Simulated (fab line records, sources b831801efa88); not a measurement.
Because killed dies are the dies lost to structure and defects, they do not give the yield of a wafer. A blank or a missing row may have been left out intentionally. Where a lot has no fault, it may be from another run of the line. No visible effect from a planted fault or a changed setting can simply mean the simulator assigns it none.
fab line records ; flow sky130
record: lots: 6; wafers: 18; lastDay: 50
route steps=708 shown SD_N@344 SD_P@359 RES_XHIGH@360 PAD_OPEN@708
lots with no fault: from the same line, run without faults
startH: start of the lot's first displayed wafer, in hours after the record's first day ; waitH: hours elapsed since this lot's preceding step ; " the same as in the row above ; L1.1+2: a row that stands for several wafers ; - no value present, or no start provided ; * or withheld: withheld ; < > ~ a bound
route shown NAME@n: NAME is a module with steps in the file, n the number in the route of the first one ; usual: the fault-free wafers' mean and standard deviation ; same: alike in all rows ; chamber/n: place in a boat ; sites: the reading at each site ; _std_site: how widely they spread, as a standard deviation ; _edge_site: mean of outer sites minus mean of inner sites ; radiusMm: for every site, how far away it sits from the centre of the wafer ; mask NAME#n: copy n ; behind: the last tool/chamber to shape the wafer ; hold: why the lot went on hold/how many hours it stayed there/how the hold came to an end ; device: the transistor (n, p or np) that didn't switch ; end of line: the tests these same wafers got at the end of their route ; a step without rows: its recipe alone ; killed: dies lost to structure and defects at the first sort, not the wafer's yield ; map: shows each die of a wafer: x if killed, . if not, _ if none is there
set.NAME: the setting as run; set.NAME@STEP: as run at that earlier step ; model.NAME: the simulator's own value behind a step, which no gauge read
lots at some steps of the route; a table a step, a row a wafer
services: a tool's chamber out of use, with start hour (startH, from the record's first day; less than 0 if before it), hours out, and reason
== steps ==
step: SKY_SD_N_COAT_02
recipe: resist: NOVOLAK; spinRpm: 3000; resistThkNm: 1140
step: SKY_SD_N_SOFTBAKE_03
recipe: tempC: 90; timeS: 60; resist: NOVOLAK
step: SKY_SD_N_EXPOSE_04
recipe: maskId: NSDM; na: 0.6; sourceShape: conventional; sigmaOuter: 0.6; polarization: unpolarized; targetCdNm: 380; doseMj: 141
step: SKY_SD_N_PEB_05
recipe: tempC: withheld; timeS: *; resist: NOVOLAK
step: SKY_SD_N_DEVELOP_06
recipe: resist: NOVOLAK; developer: TMAH; developTimeS: 60; devTempC: 23
step: SKY_SD_N_CD_MEAS_07
recipe: targetCdNm: 380
usual: cdNm: 379.7/2.6
lot.wafer;tool;chamber;startH;waitH;cdNm
L647.3;cdSem-01;-;662.85;0.1;384.2
L647.5;cdSem-01;-;662.85;0.1;383.8
L647.6;cdSem-01;-;662.85;0.1;383.9
L653.2;cdSem-02;-;729.15;0.1;378.0
L653.3;cdSem-02;-;729.15;0.1;379.1
L653.5;cdSem-02;-;729.15;0.1;377.4
L654.4;cdSem-02;-;734.44;0.1;378.2
L654.5;cdSem-02;-;734.44;0.1;379.4
L654.6;cdSem-02;-;734.44;0.1;380.5
L665.3;cdSem-01;-;807.92;0.1;379.3
L665.4;cdSem-01;-;807.92;0.1;383.0
L665.5;cdSem-01;-;807.92;0.1;382.2
L666.3;cdSem-02;-;810.42;0.1;380.6
L666.5;cdSem-02;-;810.42;0.1;380.1
L666.6;cdSem-02;-;810.42;0.1;381.2
L667.1;cdSem-01;-;816.23;0.1;374.4
L667.5;cdSem-01;-;816.23;0.1;375.8
L667.6;cdSem-01;-;816.23;0.1;376.9
step: SKY_SD_N_OVL_MEAS_08
usual: SD_N_OVL: -0.4/1.3
lot.wafer;tool;chamber;startH;waitH;SD_N_OVL[nm]
L647.3;overlay-02;-;662.94;0.1;0.1
L647.5;overlay-02;-;662.94;0.1;2.6
L647.6;overlay-02;-;662.94;0.1;1.1
L653.2;overlay-01;-;729.26;0.1;0.2
L653.3;overlay-01;-;729.26;0.1;-0.5
L653.5;overlay-01;-;729.26;0.1;-1.2
L654.4;overlay-01;-;734.52;0.1;-1.3
L654.5;overlay-01;-;734.52;0.1;-1.1
L654.6;overlay-01;-;734.52;0.1;-1.1
L665.3;overlay-02;-;808.01;0.1;1.0
L665.4;overlay-02;-;808.01;0.1;1.1
L665.5;overlay-02;-;808.01;0.1;0.3
L666.3;overlay-01;-;810.51;0.1;0.3
L666.5;overlay-01;-;810.51;0.1;-0.5
L666.6;overlay-01;-;810.51;0.1;0.3
L667.1;overlay-01;-;816.35;0.1;0.6
L667.5;overlay-01;-;816.35;0.1;1.0
L667.6;overlay-01;-;816.35;0.1;-2.8
step: SKY_SD_N_IMPLANT_09
recipe: species: As; energyKev: 50; doseCm2: 4e+15; tiltDeg: 0
step: SKY_SD_N_IMPLANT_10
recipe: species: P; energyKev: 20; doseCm2: 1e+14; tiltDeg: 0
step: SKY_SD_N_STRIP_11
recipe: chemistry: O2/N2; powerW: 1400; pressureMtorr: 1500; platenTempC: withheld; o2FlowSccm: 3000; n2FlowSccm: 300; overashFraction: 0.5
usual: chamberPressureMTorr: 1500.1/1.3; drypumpMotorCurrentA: 5.5/0.42; n2FlowSccm: 300.0/0.84; oesProductAu: 0.527/0.0047; stripTimeToEndpointS: 22.55/0.048
same: overashFraction: 0.5
lot.wafer;tool;chamber;startH;waitH;chamberPressureMTorr;drypumpMotorCurrentA;n2FlowSccm;oesProductAu;rfHoursCounterH;stripTimeToEndpointS
L647.3;plasmaAsher-04;0;663.30;0.1;1499.9;5.0;299.8;0.516;-;22.56
L647.5;plasmaAsher-04;1;663.30;0.1;1500.8;5.6;299.1;0.529;-;22.53
L647.6;plasmaAsher-04;0;663.30;0.1;1500.2;5.0;298.3;0.526;-;22.52
L653.2;plasmaAsher-04;0;729.59;0.1;1501.0;5.0;300.1;0.526;32;22.51
L653.3;plasmaAsher-04;0;729.59;0.1;1497.9;5.0;301.1;0.528;-;22.51
L653.5;plasmaAsher-04;1;729.59;0.1;1498.9;5.6;299.9;0.518;-;22.50
L654.4;plasmaAsher-04;1;735.14;0.1;1501.2;5.6;300.5;0.531;-;22.62
L654.5;plasmaAsher-04;0;735.14;0.1;1498.7;5.0;299.7;0.523;-;22.64
L654.6;plasmaAsher-04;1;735.14;0.1;1499.6;5.6;299.5;0.526;-;22.61
L665.3;plasmaAsher-01;1;808.37;0.1;1501.8;5.4;299.7;0.533;-;22.49
L665.4;plasmaAsher-01;0;808.37;0.1;1499.3;5.6;300.1;0.524;-;22.42
L665.5;plasmaAsher-01;1;808.37;0.1;1500.9;5.4;299.3;0.521;-;22.45
L666.3;plasmaAsher-02;0;810.87;0.1;1502.9;5.2;298.6;0.525;-;22.53
L666.5;plasmaAsher-02;1;810.87;0.1;1500.3;6.5;299.3;0.528;-;22.54
L666.6;plasmaAsher-02;0;810.87;0.1;1498.6;5.2;299.7;0.524;-;22.50
L667.1;plasmaAsher-01;0;816.69;0.1;1498.6;5.7;300.4;0.527;65;22.58
L667.5;plasmaAsher-01;0;816.69;0.1;1502.4;5.6;300.7;0.526;-;22.55
L667.6;plasmaAsher-01;1;816.69;0.1;1501.5;5.4;300.1;0.523;-;22.59
step: SKY_SD_N_TW_MEAS_12
usual: SD_N_TW: 3991/34
lot.wafer;tool;chamber;startH;waitH;SD_N_TW
L647.3;filmMetro-04;-;663.38;0.1;4053
L647.5;filmMetro-04;-;663.38;0.1;4048
L647.6;filmMetro-04;-;663.38;0.1;4026
L653.2;filmMetro-02;-;729.70;0.1;3934
L653.3;filmMetro-02;-;729.70;0.1;3936
L653.5;filmMetro-02;-;729.70;0.1;3939
L654.4;filmMetro-01;-;735.24;0.1;3986
L654.5;filmMetro-01;-;735.24;0.1;4004
L654.6;filmMetro-01;-;735.24;0.1;3989
L665.3;filmMetro-04;-;808.46;0.1;4003
L665.4;filmMetro-04;-;808.46;0.1;4020
L665.5;filmMetro-04;-;808.46;0.1;4023
L666.3;filmMetro-01;-;810.96;0.1;3992
L666.5;filmMetro-01;-;810.96;0.1;3958
L666.6;filmMetro-01;-;810.96;0.1;3965
L667.1;filmMetro-04;-;816.79;0.1;4023
L667.5;filmMetro-04;-;816.79;0.1;4049
L667.6;filmMetro-04;-;816.79;0.1;4010
step: SKY_SD_N_CLEAN_13
recipe: chemistry: SC1/SC2; mix: 1:4:20; tempC: 70; timeS: 150; dry: n2Spin
step: SKY_SD_N_RTA_14
recipe: tempC: 1075; timeS: 2; idleTempC: 650; rampUpCPerS: 150; rampDownCPerS: 90; ambient: N2
usual: lampPowerPct: 15.73/0.051; wafer_temp_C_max: 1078.0/1.1
lot.wafer;tool;chamber;startH;waitH;lampPowerPct;wafer_temp_C_max
L647.3;rtpAnneal-02;0;663.49;0.0;15.72;1076.8
L647.5;rtpAnneal-02;0;663.49;0.0;15.72;1075.6
L647.6;rtpAnneal-02;0;663.49;0.0;15.74;1077.6
L653.2;rtpAnneal-02;0;729.81;0.0;15.72;1076.6
L653.3;rtpAnneal-02;0;729.81;0.0;15.85;1076.2
L653.5;rtpAnneal-02;0;729.81;0.0;15.86;1076.2
L654.4;rtpAnneal-02;0;735.35;0.0;15.74;1079.2
L654.5;rtpAnneal-02;0;735.35;0.0;15.76;1079.4
L654.6;rtpAnneal-02;0;735.35;0.0;15.76;1079.2
L665.3;rtpAnneal-02;0;808.57;0.0;15.75;1077.7
L665.4;rtpAnneal-02;0;808.57;0.0;15.68;1077.5
L665.5;rtpAnneal-02;0;808.57;0.0;15.65;1079.0
L666.3;rtpAnneal-01;0;811.07;0.0;15.73;1079.6
L666.5;rtpAnneal-01;0;811.07;0.0;15.66;1077.7
L666.6;rtpAnneal-01;0;811.07;0.0;15.72;1077.4
L667.1;rtpAnneal-02;0;816.90;0.0;15.72;1077.1
L667.5;rtpAnneal-02;0;816.90;0.0;15.79;1077.7
L667.6;rtpAnneal-02;0;816.90;0.0;15.67;1079.6
step: SKY_SD_N_RS_MEAS_16
recipe: thkMeasGauge: four-point-probe
usual: SD_N_RS: 68.42/0.099
lot.wafer;tool;chamber;startH;waitH;SD_N_RS[ohm/sq]
L647.3;filmMetro-02;-;663.69;0.1;68.48
L647.5;filmMetro-02;-;663.69;0.1;68.53
L647.6;filmMetro-02;-;663.69;0.1;68.55
L653.2;filmMetro-04;-;729.99;0.1;71.09
L653.3;filmMetro-04;-;729.99;0.1;71.18
L653.5;filmMetro-04;-;729.99;0.1;70.94
L654.4;filmMetro-01;-;735.56;0.1;71.00
L654.5;filmMetro-01;-;735.56;0.1;71.14
L654.6;filmMetro-01;-;735.56;0.1;71.03
L665.3;filmMetro-02;-;808.76;0.1;68.30
L665.4;filmMetro-02;-;808.76;0.1;68.57
L665.5;filmMetro-02;-;808.76;0.1;68.51
L666.3;filmMetro-02;-;811.26;0.1;68.39
L666.5;filmMetro-02;-;811.26;0.1;68.50
L666.6;filmMetro-02;-;811.26;0.1;68.37
L667.1;filmMetro-04;-;817.08;0.1;68.35
L667.5;filmMetro-04;-;817.08;0.1;68.33
L667.6;filmMetro-04;-;817.08;0.1;68.33
step: SKY_SD_N_RS_MEAS_17
recipe: thkMeasGauge: four-point-probe
usual: SD_P_RS: 146.7/0.32
lot.wafer;tool;chamber;startH;waitH;SD_P_RS[ohm/sq]
L647.3;filmMetro-02;-;663.81;0.1;146.7
L647.5;filmMetro-02;-;663.81;0.1;147.3
L647.6;filmMetro-02;-;663.81;0.1;147.4
L653.2;filmMetro-04;-;730.11;0.1;161.8
L653.3;filmMetro-04;-;730.11;0.1;161.8
L653.5;filmMetro-04;-;730.11;0.1;161.7
L654.4;filmMetro-01;-;735.68;0.1;161.5
L654.5;filmMetro-01;-;735.68;0.1;162.0
L654.6;filmMetro-01;-;735.68;0.1;161.6
L665.3;filmMetro-02;-;808.88;0.1;146.5
L665.4;filmMetro-02;-;808.88;0.1;146.8
L665.5;filmMetro-02;-;808.88;0.1;147.1
L666.3;filmMetro-02;-;811.38;0.1;147.1
L666.5;filmMetro-02;-;811.38;0.1;147.0
L666.6;filmMetro-02;-;811.38;0.1;146.6
L667.1;filmMetro-04;-;817.20;0.1;146.6
L667.5;filmMetro-04;-;817.20;0.1;146.4
L667.6;filmMetro-04;-;817.20;0.1;146.6
step: SKY_SD_N_RS_MEAS_18
recipe: thkMeasGauge: four-point-probe
usual: RES_XHIGH_RS: 325.9/1.2
lot.wafer;tool;chamber;startH;waitH;RES_XHIGH_RS[ohm/sq]
L647.3;filmMetro-02;-;663.93;0.1;323.9
L647.5;filmMetro-02;-;663.93;0.1;324.3
L647.6;filmMetro-02;-;663.93;0.1;324.5
L653.2;filmMetro-04;-;730.23;0.1;327.9
L653.3;filmMetro-04;-;730.23;0.1;327.8
L653.5;filmMetro-04;-;730.23;0.1;328.2
L654.4;filmMetro-01;-;735.80;0.1;326.6
L654.5;filmMetro-01;-;735.80;0.1;326.2
L654.6;filmMetro-01;-;735.80;0.1;327.0
L665.3;filmMetro-02;-;809.00;0.1;324.7
L665.4;filmMetro-02;-;809.00;0.1;326.2
L665.5;filmMetro-02;-;809.00;0.1;326.8
L666.3;filmMetro-02;-;811.50;0.1;325.8
L666.5;filmMetro-02;-;811.50;0.1;325.4
L666.6;filmMetro-02;-;811.50;0.1;325.8
L667.1;filmMetro-04;-;817.32;0.1;325.2
L667.5;filmMetro-04;-;817.32;0.1;325.6
L667.6;filmMetro-04;-;817.32;0.1;324.5
step: SKY_PAD_OPEN_PROBE_99
usual: killed_at_M0_to_M3: 44/6.6; killed_at_M4_up: 3.0/2; killedAtContacts: 24/5.1; killedAtFrontEnd: 15/4.1; killedAtOther: 0.4/0.62; killedDies: 86/9.3; killedOnRim: 17/3.7; killedOpen: 46/6.8; killedShort: 40/5.8
same: grossDies: 492; killedAtBackSide: 0
lot.wafer;tool;chamber;startH;waitH;killed_at_M0_to_M3;killed_at_M4_up;killedAtContacts;killedAtFrontEnd;killedAtOther;killedDies;killedOnRim;killedOpen;killedShort;model.etest.resXhighPo.lineOhmUm;model.etest.resXhighPo.rsOhmSqRimLessCentre;model.etest.resXhighPo.rsOhmSqRange;model.etest.resXhighPo.rsOhmSq;model.etest.pfet_01v8.rOnOhmUm;model.etest.tipP.rsOhmSq;model.etest.resPdiff.lineOhmUm;model.etest.tipP.rsOhmSqRimLessCentre
L647.3;prober-01;-;1084.12;0.2;50;0;33;16;3;102;20;46;53;5324;-47.31;53.89;1849;3011;7140;1373;-65.6
L647.5;prober-01;-;1084.22;0.2;36;4;25;16;0;81;13;39;42;5370;-22.05;47.44;1903;2998;7078;1337;-105.6
L647.6;prober-01;-;1084.27;0.2;39;3;33;14;0;89;16;46;43;5556;-33.03;51.37;1969;3054;7099;1385;-6.88
L653.2;prober-02;-;1139.33;0.1;52;0;18;10;2;82;14;42;40;6112;415;427.9;2153;3131;7147;1517;119.1
L653.3;prober-02;-;1139.38;0.2;51;5;27;21;0;104;28;53;51;6164;418.4;449.1;2174;3022;7104;1502;8.819
L653.5;prober-02;-;1139.48;0.2;42;4;17;13;0;76;19;39;37;6390;428.7;440.1;2209;3030;7074;1512;25.41
L654.4;prober-02;-;1141.44;0.2;48;1;33;15;0;97;24;52;45;6468;489.7;515.3;2258;3002;7174;1471;107.6
L654.5;prober-02;-;1141.49;0.2;42;5;25;21;0;93;20;44;47;6386;484.5;495.4;2242;3000;7110;1504;76.38
L654.6;prober-02;-;1141.54;0.2;48;2;31;17;1;99;23;60;37;6335;493.1;496.7;2217;3080;7162;1499;88.13
L665.3;prober-01;-;1187.54;0.2;46;1;26;14;0;87;14;43;44;5154;9.145;18.13;1768;2799;6953;1344;-80.34
L665.4;prober-01;-;1187.59;0.2;48;1;15;9;2;75;15;47;28;5664;41.45;57.38;1941;2806;6969;1328;-52.44
L665.5;prober-01;-;1187.64;0.2;33;1;22;10;1;67;14;37;30;5650;19.85;34;1985;2790;7032;1363;110.1
L666.3;prober-02;-;1188.11;0.2;42;3;26;5;0;76;14;41;35;5365;-72.36;86.28;1901;2873;6974;1365;-64.35
L666.5;prober-02;-;1188.21;0.2;33;2;23;19;0;77;14;40;37;5196;-59.72;73.88;1857;2841;6944;1366;-140.5
L666.6;prober-02;-;1188.26;0.2;46;6;24;13;0;89;18;46;43;5226;-75.57;83.61;1832;2862;6965;1364;26.1
L667.1;prober-01;-;1191.75;0.1;47;2;29;14;1;93;20;52;41;5127;-6.351;20.65;1821;2942;6802;1384;24.37
L667.5;prober-01;-;1191.95;0.2;48;0;28;9;0;85;16;47;38;5203;-12.65;19.79;1824;2907;6768;1382;129
L667.6;prober-01;-;1192.00;0.2;48;7;25;20;0;100;21;63;36;5094;-4.468;14.99;1764;2928;6834;1353;157.5
killed by level:class
L647.3 CONTACT:geometricParticle:open=14 VIA3:geometricParticle:open=12 LOCAL_INTERCONNECT:geometricParticle:short=10 VIA1:geometricParticle:open=7 FIELD_ISO:geometricParticle:short=5 METAL3:geometricParticle:short=5 VIA3:geometricParticle:short=5 POLY_GATE:geometricParticle:short=4
L647.5 CONTACT:geometricParticle:open=13 VIA3:geometricParticle:open=8 POLY_GATE:geometricParticle:short=7 METAL1:geometricParticle:short=5 METAL2:geometricParticle:short=5 FIELD_ISO:geometricParticle:short=4 LI_CONTACT:geometricParticle:open=4 VIA1:geometricParticle:short=4
L647.6 CONTACT:geometricParticle:open=11 VIA1:geometricParticle:short=8 METAL1:geometricParticle:short=8 LI_CONTACT:geometricParticle:open=7 CONTACT:geometricParticle:short=6 METAL2:geometricParticle:short=5 LOCAL_INTERCONNECT:geometricParticle:short=5 VIA1:geometricParticle:open=5
L653.2 CONTACT:geometricParticle:open=9 METAL2:geometricParticle:short=9 VIA1:geometricParticle:short=8 VIA3:geometricParticle:open=8 VIA2:geometricParticle:open=7 VIA1:geometricParticle:open=6 LI_CONTACT:geometricParticle:open=4 FIELD_ISO:geometricParticle:short=3
L653.3 VIA1:geometricParticle:open=13 CONTACT:geometricParticle:open=10 POLY_GATE:geometricParticle:short=6 METAL2:geometricParticle:short=6 VIA2:geometricParticle:open=6 FIELD_ISO:geometricParticle:short=5 CONTACT:geometricParticle:short=5 LI_CONTACT:geometricParticle:short=5
L653.5 VIA2:geometricParticle:open=8 LI_CONTACT:geometricParticle:open=7 METAL2:geometricParticle:short=6 VIA1:geometricParticle:open=5 POLY_GATE:geometricParticle:open=5 CONTACT:geometricParticle:short=5 METAL1:geometricParticle:short=5 METAL3:geometricParticle:short=5
L654.4 LI_CONTACT:geometricParticle:open=11 VIA1:geometricParticle:open=11 CONTACT:geometricParticle:open=9 VIA1:geometricParticle:short=8 POLY_GATE:geometricParticle:short=5 CONTACT:geometricParticle:short=5 VIA2:geometricParticle:open=5 VIA3:geometricParticle:short=5
L654.5 VIA1:geometricParticle:open=11 CONTACT:geometricParticle:open=10 METAL1:geometricParticle:short=8 CONTACT:geometricParticle:short=7 METAL4:geometricParticle:short=5 FIELD_ISO:geometricParticle:open=4 POLY_GATE:geometricParticle:short=4 LOCAL_INTERCONNECT:geometricParticle:short=4
L654.6 CONTACT:geometricParticle:open=15 VIA1:geometricParticle:open=11 VIA3:geometricParticle:open=10 POLY_GATE:geometricParticle:short=6 METAL1:geometricParticle:short=6 LI_CONTACT:geometricParticle:open=5 METAL2:geometricParticle:short=5 VIA2:geometricParticle:open=5
L665.3 VIA1:geometricParticle:open=14 CONTACT:geometricParticle:open=11 METAL2:geometricParticle:short=7 LOCAL_INTERCONNECT:geometricParticle:short=6 METAL1:geometricParticle:short=5 LI_CONTACT:geometricParticle:open=5 METAL3:geometricParticle:short=5 VIA3:geometricParticle:short=4
L665.4 VIA1:geometricParticle:open=15 VIA2:geometricParticle:open=11 LI_CONTACT:geometricParticle:open=6 METAL1:geometricParticle:short=5 VIA3:geometricParticle:open=4 FIELD_ISO:geometricParticle:short=3 CONTACT:geometricParticle:open=3 METAL2:geometricParticle:short=3
L665.5 VIA1:geometricParticle:open=9 CONTACT:geometricParticle:open=8 CONTACT:geometricParticle:short=6 VIA3:geometricParticle:open=6 VIA2:geometricParticle:open=5 METAL2:geometricParticle:short=5 FIELD_ISO:geometricParticle:short=3 LOCAL_INTERCONNECT:geometricParticle:short=3
L666.3 LI_CONTACT:geometricParticle:open=9 CONTACT:geometricParticle:short=9 METAL2:geometricParticle:short=8 VIA1:geometricParticle:open=7 VIA2:geometricParticle:open=7 CONTACT:geometricParticle:open=6 VIA3:geometricParticle:open=6 METAL3:geometricParticle:short=4
L666.5 CONTACT:geometricParticle:open=12 POLY_GATE:geometricParticle:short=9 VIA1:geometricParticle:open=9 VIA2:geometricParticle:open=7 METAL1:geometricParticle:short=6 FIELD_ISO:geometricParticle:open=5 CONTACT:geometricParticle:short=5 LI_CONTACT:geometricParticle:short=4
L666.6 VIA1:geometricParticle:open=13 CONTACT:geometricParticle:open=7 LI_CONTACT:geometricParticle:open=7 METAL4:geometricParticle:short=6 FIELD_ISO:geometricParticle:short=5 METAL1:geometricParticle:short=5 VIA2:geometricParticle:open=5 LOCAL_INTERCONNECT:geometricParticle:short=4
L667.1 CONTACT:geometricParticle:open=13 VIA1:geometricParticle:open=9 VIA2:geometricParticle:open=9 CONTACT:geometricParticle:short=6 VIA3:geometricParticle:short=6 LI_CONTACT:geometricParticle:open=5 METAL1:geometricParticle:short=5 METAL2:geometricParticle:short=5
L667.5 VIA3:geometricParticle:open=11 LI_CONTACT:geometricParticle:short=7 VIA1:geometricParticle:open=7 VIA1:geometricParticle:short=6 LI_CONTACT:geometricParticle:open=6 CONTACT:geometricParticle:open=6 VIA2:geometricParticle:open=6 POLY_GATE:geometricParticle:open=4
L667.6 VIA1:geometricParticle:open=15 CONTACT:geometricParticle:open=10 VIA2:geometricParticle:open=9 VIA3:geometricParticle:open=8 POLY_GATE:geometricParticle:open=7 LI_CONTACT:geometricParticle:open=6 CONTACT:geometricParticle:short=6 POLY_GATE:geometricParticle:short=4
== services ==
tool;chamber;startH;hours;kind
plasmaAsher-02;-;654.79;5.7;repair
plasmaAsher-01;-;675.51;28.1;pm
plasmaAsher-02;-;733.75;9.0;pm
plasmaAsher-02;0;733.75;9.0;ventCycle
plasmaAsher-02;1;733.75;9.0;ventCycle
plasmaAsher-02;-;737.95;3.9;repair
plasmaAsher-02;-;741.57;0.5;repair
plasmaAsher-02;0;742.75;-;clean
plasmaAsher-02;1;742.75;-;clean
== key ==
firstSign: step: SKY_SD_N_RS_MEAS_16; reading: SD_N_RS; direction: up; sigmas: 27; usual: 68.42; struck: 71.06
effect: step: SKY_SD_N_RS_MEAS_17; reading: SD_P_RS; direction: up; sigmas: 47; usual: 146.7; struck: 161.8
modelEffect: step: SKY_PAD_OPEN_PROBE_99; value: etest.resXhighPo.lineOhmUm; without: 5337; struck: 6309
metAt SKY_SD_N_RTA_14
struckWafers L653.2,L653.3,L653.5,L654.4,L654.5,L654.6
testerLeftOut L653,L654
onsetBetween 663.49 729.81
alsoFits SKY_SD_N_STRIP_11:plasmaAsher-04
fault: kind: processParameterDrift; tool: rtpAnneal-02; chamber: -; onsetH: 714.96; steps: SKY_SD_N_RTA_14; channel: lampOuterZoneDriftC; offset: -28; shape: step; endH: 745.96
testerLeftOut: of these lots the tester's yield and bins aren't shown, on N5 and GAA mostly nor the transistor test; their killed dies are dies lost to structure and defects alone, not to doping, threshold or leakage, so they don't give the yield
